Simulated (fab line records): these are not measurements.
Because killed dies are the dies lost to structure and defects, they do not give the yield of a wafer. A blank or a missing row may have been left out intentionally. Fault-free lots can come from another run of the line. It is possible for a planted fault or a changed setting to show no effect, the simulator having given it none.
Which tool was responsible?	flow sky130	12 lots with 36 wafers sampled at 4 steps, on a route of 708 steps

== WHAT THE GAUGES SHOWED, per wafer ==
SKY_NWELL_OVL_MEAS_10. Usual: NWELL_00_OVL -0.3 nm, standard deviation 1.5.
lot	measured	on	NWELL_00_OVL (nm)	flag
L468	day 4 16:34	overlay-02	-0.1 -1.0 -1.7	
L469	day 5 00:19	overlay-01	-0.7 -1.8 -2.4	
L470	day 5 03:45	overlay-01	0.6 1.6 0.3	
L478	day 7 12:42	overlay-02	-0.4 1.4 0.2	
L477	day 7 13:04	overlay-01	-0.7 -0.4 0.5	
L483	day 8 10:25	overlay-02	-0.3 0.1 -0.5	
L482	day 8 11:22	overlay-02	-3.2 -1.1 -2.9	
L486	day 9 06:58	overlay-01	-0.1 -0.4 -1.5	
L485	day 9 07:18	overlay-02	0.7 -0.4 -0.5	
L487	day 9 11:58	overlay-01	-1.8 -0.9 -0.3	
L488	day 9 12:32	overlay-02	-0.6 0.9 2.3	
L489	day 9 20:48	overlay-02	-3.6 -0.7 -2.6	

SKY_METAL1_RS_MEAS_05: uses a four-point probe to measure. Usual: METAL1_ALCU_RS 0.1265 ohm/sq, standard deviation 0.0014.
lot	measured	on	METAL1_ALCU_RS (ohm/sq)	flag
L468	day 31 08:08	filmMetro-04	0.1271 0.1281 0.1272	
L469	day 32 02:59	filmMetro-02	0.1258 0.1272 0.1279	
L470	day 32 06:30	filmMetro-03	0.1267 0.1264 0.1246	
L478	day 35 15:59	filmMetro-04	0.1252 0.1264 0.1251	
L477	day 35 20:16	filmMetro-02	0.1245 0.1243 0.1259	
L483	day 36 20:17	filmMetro-04	0.1279 0.1263 0.1273	
L482	day 36 21:26	filmMetro-03	0.1281 0.1289 0.1260	
L486	day 37 15:55	filmMetro-04	0.1247 0.1242 0.1263	
L485	day 37 19:03	filmMetro-03	0.1246 0.1269 0.1254	
L487	day 38 01:30	filmMetro-02	0.1267 0.1259 0.1267	
L488	day 38 05:46	filmMetro-03	0.1251 0.1250 0.1264	
L489	day 38 09:11	filmMetro-02	0.1278 0.1282 0.1264	

== WHICH TOOL RAN EACH LOT (tool, then ch and the chambers of the sampled wafers, then the start) ==
lot	SKY_LDD_HVN_STRIP_09	SKY_SD_N_STRIP_11
L468	plasmaAsher-02 ch 0,1, day 20 00:36	plasmaAsher-02 ch 0,1, day 27 14:22
L469	plasmaAsher-01 ch 0,1, day 20 20:41	plasmaAsher-02 ch 0,1, day 28 10:28
L470	plasmaAsher-02 ch 0, day 20 23:15	plasmaAsher-04 ch 0, day 28 13:40
L478	plasmaAsher-02 ch 0,1, day 24 22:15	plasmaAsher-02 ch 0,1, day 32 02:37
L477	plasmaAsher-01 ch 0,1, day 25 00:22	plasmaAsher-04 ch 0,1, day 32 06:28
L483	plasmaAsher-04 ch 0,1, day 26 05:36	plasmaAsher-03 ch 0,1, day 33 06:28
L482	plasmaAsher-02 ch 0,1, day 26 06:12	plasmaAsher-04 ch 0,1, day 33 07:52
L486	plasmaAsher-02 ch 0,1, day 27 03:37	plasmaAsher-02 ch 0,1, day 34 04:27
L485	plasmaAsher-04 ch 0,1, day 27 06:05	plasmaAsher-02 ch 0,1, day 34 07:07
L487	plasmaAsher-04 ch 0,1, day 27 12:57	plasmaAsher-02 ch 0,1, day 34 12:22
L488	plasmaAsher-01 ch 0,1, day 27 19:26	plasmaAsher-03 ch 0,1, day 34 17:52
L489	plasmaAsher-04 ch 0,1, day 27 22:09	plasmaAsher-03 ch 0,1, day 34 19:26
- SKY_LDD_HVN_STRIP_09: strips in O2/N2.
- SKY_SD_N_STRIP_11: strips in O2/N2.

== WHAT THE TOOLS THEMSELVES READ (means of the sampled wafers that have a number; where no wafer has one, the mark that the record gives instead) ==
SKY_LDD_HVN_STRIP_09. Usual: chamberPressureMTorr 1500.0 mTorr, standard deviation 1.3; drypumpMotorCurrentA 6.03 A, standard deviation 0.22; oesProductAu 0.409 a.u., standard deviation 0.0048; stripTimeToEndpointS 4.133 s, standard deviation 0.017.
lot	tool	chamberPressureMTorr (mTorr)	drypumpMotorCurrentA (A)	oesProductAu (a.u.)	stripTimeToEndpointS (s)	flag
L468	plasmaAsher-02	1500.8	5.78	0.406	4.116	
L469	plasmaAsher-01	1499.5	6.13	0.412	4.143	
L470	plasmaAsher-02	1500.9	5.90	0.412	4.134	
L478	plasmaAsher-02	1501.3	5.81	0.406	4.145	
L477	plasmaAsher-01	1499.4	6.13	0.410	4.143	
L483	plasmaAsher-04	1499.8	6.21	0.413	4.113	
L482	plasmaAsher-02	1501.5	5.79	0.408	4.126	
L486	plasmaAsher-02	1500.3	5.79	0.405	4.128	
L485	plasmaAsher-04	1500.1	6.15	0.415	4.156	
L487	plasmaAsher-04	1499.3	6.09	0.409	4.161	
L488	plasmaAsher-01	1500.3	6.11	0.408	4.131	
L489	plasmaAsher-04	1499.6	6.09	0.411	4.120	

SKY_SD_N_STRIP_11. Usual: chamberPressureMTorr 1500.1 mTorr, standard deviation 1.3; drypumpMotorCurrentA 6.0 A, standard deviation 0.31; oesProductAu 0.527 a.u., standard deviation 0.0043; stripTimeToEndpointS 22.52 s, standard deviation 0.039.
lot	tool	chamberPressureMTorr (mTorr)	drypumpMotorCurrentA (A)	oesProductAu (a.u.)	stripTimeToEndpointS (s)	flag
L468	plasmaAsher-02	1500.6	5.8	0.527	22.59	
L469	plasmaAsher-02	1500.0	5.8	0.531	22.50	
L470	plasmaAsher-04	1499.4	6.0	0.530	22.49	
L478	plasmaAsher-02	-	-	-	-	OFF
L477	plasmaAsher-04	-	-	-	-	OFF
L483	plasmaAsher-03	1498.8	6.0	0.530	22.49	
L482	plasmaAsher-04	1499.9	6.2	0.526	22.53	
L486	plasmaAsher-02	1501.2	5.8	0.532	22.54	
L485	plasmaAsher-02	1499.3	5.7	0.525	22.52	
L487	plasmaAsher-02	1500.6	5.8	0.525	22.54	
L488	plasmaAsher-03	1500.1	6.2	0.527	22.54	
L489	plasmaAsher-03	1499.8	6.0	0.528	22.54	

== THE ANSWER, worked out from the rows above alone ==
Rule: a lot counts as off when the mean over its wafers that have a number is more than 3 standard deviations away from the usual mean. A lot without any number at a reading at which 4 lots or more have one is off too. Any other lot the step has rows for is counted as sound. Order of review: gauges by route order, followed by the tools' own readings, for which a lot's mean as printed above is used. The first step at which some lot is off is used, and at that step the reading that is off furthest; a lot without a number counts as furthest.
Off, at SKY_SD_N_STRIP_11 on chamberPressureMTorr: L478, L477. Without a number there: L478, L477.
A tool fits if, at that step or a process step before it, it ran every lot that is off, and no sound lot after the first of them. Not one of the candidates tried fits.

== WHAT WAS PUT IN BY THE SIMULATOR ==
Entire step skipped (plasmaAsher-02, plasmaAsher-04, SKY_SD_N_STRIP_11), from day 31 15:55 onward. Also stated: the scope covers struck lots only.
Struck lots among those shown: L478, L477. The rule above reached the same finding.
